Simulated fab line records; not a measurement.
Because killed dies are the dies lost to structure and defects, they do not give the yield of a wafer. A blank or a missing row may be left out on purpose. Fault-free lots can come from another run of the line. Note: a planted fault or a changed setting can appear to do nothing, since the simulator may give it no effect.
fab line records | flow sfq-line
record: lots: 5 wafers: 15 last-day: 79
route steps=325 shown M4@148
lots with no fault: from the same line, run without faults
start-h: start of the lot's first displayed wafer, in hours after the record's first day | wait-h: hours from the lot's prior step to this one | " the same as in the row above | L1.1+2: a single row standing in for several wafers | - either no value or no given start | * or withheld: withheld | < > ~ a bound
route shown NAME@n: NAME is a module with steps in the file, n the number in the route of the first one | usual: mean and standard deviation over wafers with no fault | same: alike in all rows | chamber/n: place in a boat | sites: each site's reading | _std_site: how widely they spread, as a standard deviation | _edge_site: inner sites' mean taken away from outer sites' mean | radius-mm: how far each site lies from the wafer's centre | mask NAME#n: copy n | behind: the last tool/chamber to shape the wafer | hold: cause of the lot's hold/its duration in hours/its outcome | device: whichever transistor did not switch (one of n, p or np) | end of line: tests run on the same wafers once the route is complete | a step given without rows: its recipe and nothing more | killed: the dies lost at the first sort to structure and to defects; this is not the yield of the wafer | map: a wafer's dies, x killed, . not, _ none there
set.NAME: the setting that was run; set.NAME@STEP: the one run at that earlier step | model.NAME: the simulator's own value behind a step, which no gauge read
lots at some steps of the route; a table a step, a row a wafer
services: a tool's chamber out of use, with start hour (start-h, from the record's first day; less than 0 if before it), hours out, and reason
== steps ==
step: SFQ_TRILAYER_M4_DEP_PRE_CLEAN_092
recipe: gas: Ar time-s: 22.5 bias-v: 250
step: SFQ_TRILAYER_M4_DEP_SPUTTER_091
recipe: material: Nb base-pressure-pa: 1.33e-06 chamber-pressure-pa: 0.1333 substrate-temp-c: 20 resputter-cathode-voltage-v: 400 target-thk-nm: 200 power-w: 2000 time-s: 133.3
usual: throttle-valve-pct: 30.2/0.9
columns lot.wafer tool chamber start-h wait-h throttle-valve-pct
L944.1 pvd-sputter-05 - 891.04 0.0 30.1
L944.2 " - " " 30.4
L944.3 " - " " 31.0
L948.1 pvd-sputter-05 - 1069.25 0.0 31.3
L948.4 " - " " 29.1
L948.5 " - " " 29.9
L951.1 pvd-sputter-04 - 1100.28 0.0 29.1
L951.2 " - " " 29.5
L951.3 " - " " 31.6
L953.1 pvd-sputter-04 - 1116.58 0.0 30.7
L953.5 " - " " 29.5
L953.6 " - " " 30.5
L954.1 pvd-sputter-05 - 1230.02 0.0 28.9
L954.2 " - " " 30.3
L954.3 " - " " 30.0
step: SFQ_M4_RS_MEAS_924
recipe: thk-meas-gauge: four-point-probe reads: Nb_of_TRILAYER_M4_DEP_SPUTTER_091
usual: M4_NB_RS: 0.888/0.01
columns lot.wafer tool chamber start-h wait-h M4_NB_RS[ohm/sq]
L944.1 film-metro-03 - 891.13 0.0 0.897
L944.2 " - " " 0.891
L944.3 " - " " 0.892
L948.1 film-metro-01 - 1069.34 0.0 0.862
L948.4 " - " " 0.865
L948.5 " - " " 0.866
L951.1 film-metro-02 - 1100.37 0.0 0.891
L951.2 " - " " 0.898
L951.3 " - " " 0.895
L953.1 film-metro-02 - 1116.67 0.0 0.898
L953.5 " - " " 0.912
L953.6 " - " " 0.891
L954.1 film-metro-01 - 1230.11 0.0 0.884
L954.2 " - " " 0.887
L954.3 " - " " 0.883
step: SFQ_TRILAYER_M4_LITHO_COAT_098
recipe: resist: BARC spin-rpm: 3000 resist-thk-nm: 62
step: SFQ_TRILAYER_M4_LITHO_COAT_093
recipe: resist: KrF spin-rpm: 3000 resist-thk-nm: 600
step: SFQ_TRILAYER_M4_LITHO_SOFTBAKE_097
recipe: temp-c: withheld time-s: withheld resist: KrF
step: SFQ_TRILAYER_M4_LITHO_EXPOSE_094
recipe: mask-id: M4 na: 0.6 source-shape: conventional sigma-outer: 0.65 target-cd-nm: 500 dose-mj: 14.4
step: SFQ_TRILAYER_M4_LITHO_PEB_096
recipe: peb-temp-c: 115 peb-time-s: 60 resist: KrF
step: SFQ_TRILAYER_M4_LITHO_DEVELOP_095
recipe: time-s: 60 resist: KrF
step: SFQ_M4_OVL_MEAS_926
usual: M4_OVL: 2/6.1
columns lot.wafer tool chamber start-h wait-h M4_OVL[nm]
L944.1 overlay-02 - 1005.53 0.1 6
L944.2 " - " " 9
L944.3 " - " " 5
L948.1 overlay-01 - 1072.95 0.1 15
L948.4 " - " " 20
L948.5 " - " " 12
L951.1 overlay-01 - 1114.39 0.1 10
L951.2 " - " " 15
L951.3 " - " " 1
L953.1 overlay-01 - 1226.97 0.1 -3
L953.5 " - " " -2
L953.6 " - " " -2
L954.1 overlay-01 - 1232.54 0.1 -1
L954.2 " - " " -6
L954.3 " - " " -4
step: SFQ_TRILAYER_M4_BARC_OPEN_METAL_ETCH_123
recipe: mask-material: PR chemistry: O2 target-depth-nm: 125 target: BARC icp-w: 600 bias-w: 80 pressure-mtorr: 10 time-s: 41.7
usual: chamber-pressure-mTorr: 9.999/0.0091 drypump-motor-current-A: 5.8/0.63 oes-product-au: 0.686/0.0046 rf-fwd-power-W: 593.4/2.1
columns lot.wafer tool chamber start-h wait-h chamber-pressure-mTorr drypump-motor-current-A oes-product-au rf-fwd-power-W rf-hours-counter-h
L944.1 rie-metal-03 0 1005.57 0.0 9.997 6.3 0.682 595.2 120
L944.2 " 1 " " 9.997 6.5 0.681 591.3 112
L944.3 " 1 " " 10.007 6.4 0.690 593.1 -
L948.1 rie-metal-04 0 1072.98 0.0 10.004 6.2 0.686 591.9 86
L948.4 " 0 " " 9.994 6.2 0.680 591.5 -
L948.5 " 1 " " 9.995 5.0 0.685 593.2 -
L951.1 rie-metal-04 0 1114.43 0.0 9.996 6.2 0.687 589.8 93
L951.2 " 1 " " 10.001 5.0 0.686 592.2 57
L951.3 " 0 " " 10.006 6.2 0.680 588.8 -
L953.1 rie-metal-03 1 1227.01 0.0 10.004 6.5 0.688 593.5 147
L953.5 " 1 " " 10.013 6.4 0.676 592.4 -
L953.6 " 1 " " 9.994 6.5 0.695 592.2 -
L954.1 rie-metal-03 0 1232.57 0.0 9.994 6.3 0.685 595.5 2
L954.2 " 0 " " 9.986 6.3 0.682 595.5 -
L954.3 " 0 " " 9.994 6.3 0.688 593.3 -
step: SFQ_TRILAYER_M4_ETCH_METAL_ETCH_096
recipe: target: Nb stop-on: SiO2 mask-material: PR chemistry: Cl2/Ar target-depth-nm: 240 icp-w: 600 bias-w: 80 pressure-mtorr: 10 time-s: 120
usual: chamber-pressure-mTorr: 9.999/0.0095 drypump-motor-current-A: 5.8/0.63 oes-product-au: 0.896/0.007 rf-fwd-power-W: 597.3/1.9
columns lot.wafer tool chamber start-h wait-h chamber-pressure-mTorr drypump-motor-current-A oes-product-au rf-fwd-power-W rf-hours-counter-h model.KrF_of_TRILAYER_M4_LITHO_COAT_093.thk-nm model.SiO2_of_TRILAYER_I3_DEP_PECVD_081.thk-nm model.M4.feature-depth-nm
L944.1 rie-metal-03 0 1005.63 0.0 9.991 6.3 0.898 597.9 120 380.4 192.1 198.9
L944.2 " 1 " " 10.004 6.5 0.897 595.4 112 380.9 191.6 200.1
L944.3 " 1 " " 9.985 6.5 0.894 598.0 - 381.8 192.5 200.1
L948.1 rie-metal-04 0 1073.04 0.0 10.009 6.2 0.916 596.2 86 385.4 193.3 206.3
L948.4 " 0 " " 10.012 6.2 0.913 598.1 - 385.1 190.4 206.1
L948.5 " 1 " " 10.004 5.0 0.905 598.4 - 384.8 192 205.8
L951.1 rie-metal-04 0 1114.49 0.0 10.007 6.2 0.895 595.8 93 382.2 191.6 200.1
L951.2 " 1 " " 9.998 5.0 0.888 594.6 57 305.4 177.2 211.8
L951.3 " 0 " " 9.991 6.2 0.876 595.1 - 382.8 191.8 199.3
L953.1 rie-metal-03 1 1227.13 0.1 9.982 6.5 0.888 595.6 147 388.7 193.3 198.5
L953.5 " 1 " " 10.002 6.4 0.883 599.2 - 387 192.5 195.6
L953.6 " 1 " " 10.002 6.4 0.889 595.6 - 386.4 193 199.9
L954.1 rie-metal-03 0 1232.69 0.1 10.005 6.3 0.897 597.1 2 388.7 190 201.7
L954.2 " 0 " " 9.996 6.3 0.898 596.6 - 385.3 193.9 200.4
L954.3 " 0 " " 9.992 6.3 0.901 597.9 - 386.2 192.4 201.5
step: SFQ_TRILAYER_M4_STRIP_STRIP_097
recipe: gas: O2 power-w: 200 platen-temp-c: 40 overash-fraction: 0.65 chemistry: O2 pressure-mtorr: 50
usual: chamber-pressure-mTorr: 50.00/0.047 drypump-motor-current-A: 5.8/0.63 oes-product-au: 0.997/0.0075
columns lot.wafer tool chamber start-h wait-h chamber-pressure-mTorr drypump-motor-current-A oes-product-au rf-hours-counter-h
L944.1 rie-metal-03 0 1005.75 0.1 49.97 6.3 0.990 120
L944.2 " 1 " " 49.98 6.5 0.998 112
L944.3 " 1 " " 50.02 6.5 1.005 -
L948.1 rie-metal-04 0 1073.17 0.1 50.06 6.2 0.995 86
L948.4 " 0 " " 50.00 6.2 1.001 -
L948.5 " 1 " " 50.01 5.0 0.999 -
L951.1 rie-metal-04 0 1114.61 0.1 50.14 6.2 0.999 93
L951.2 " 1 " " 49.96 5.0 0.994 57
L951.3 " 0 " " 49.98 6.2 1.004 -
L953.1 rie-metal-03 0 1227.63 0.5 49.92 6.3 0.997 0
L953.5 " 0 " " 49.98 6.3 0.981 -
L953.6 " 0 " " 50.04 6.3 0.991 -
L954.1 rie-metal-03 0 1232.94 0.2 49.98 6.3 1.006 2
L954.2 " 0 " " 50.00 6.3 0.991 -
L954.3 " 0 " " 50.08 6.3 1.003 -
== services ==
columns tool chamber start-h hours kind
pvd-sputter-05 - 893.93 3.2 repair
pvd-sputter-04 - 929.46 3.9 repair
pvd-sputter-05 - 968.35 3.2 repair
rie-metal-03 1 1107.29 2.8 repair
pvd-sputter-04 3 1188.28 - consumable-replace:kit
pvd-sputter-04 3 1188.28 18.0 scheduled-down
pvd-sputter-04 3 1188.28 18.0 vent-cycle
pvd-sputter-04 - 1205.86 13.4 repair
rie-metal-03 0 1208.43 - clean
rie-metal-03 0 1208.43 - consumable-replace:focus-ring
rie-metal-03 0 1208.43 19.2 scheduled-down
rie-metal-03 0 1208.43 19.2 vent-cycle
== key ==
first-sign none at tools or gauges
model-effect: step: SFQ_TRILAYER_M4_ETCH_METAL_ETCH_096 value: KrF_of_TRILAYER_M4_LITHO_COAT_093.thk-nm without: 385.7 struck: 305.4
met-at SFQ_TRILAYER_M4_ETCH_METAL_ETCH_096
struck-wafers L951.2
onset-between 1073.04 1114.49
fault: kind: process-parameter-drift tool: rie-metal-04 chamber: - onset-h: 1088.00 steps: SFQ_TRILAYER_M4_ETCH_METAL_ETCH_096 channel: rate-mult offset: 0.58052 shape: step end-h: 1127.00 scope: struck-wafers-only
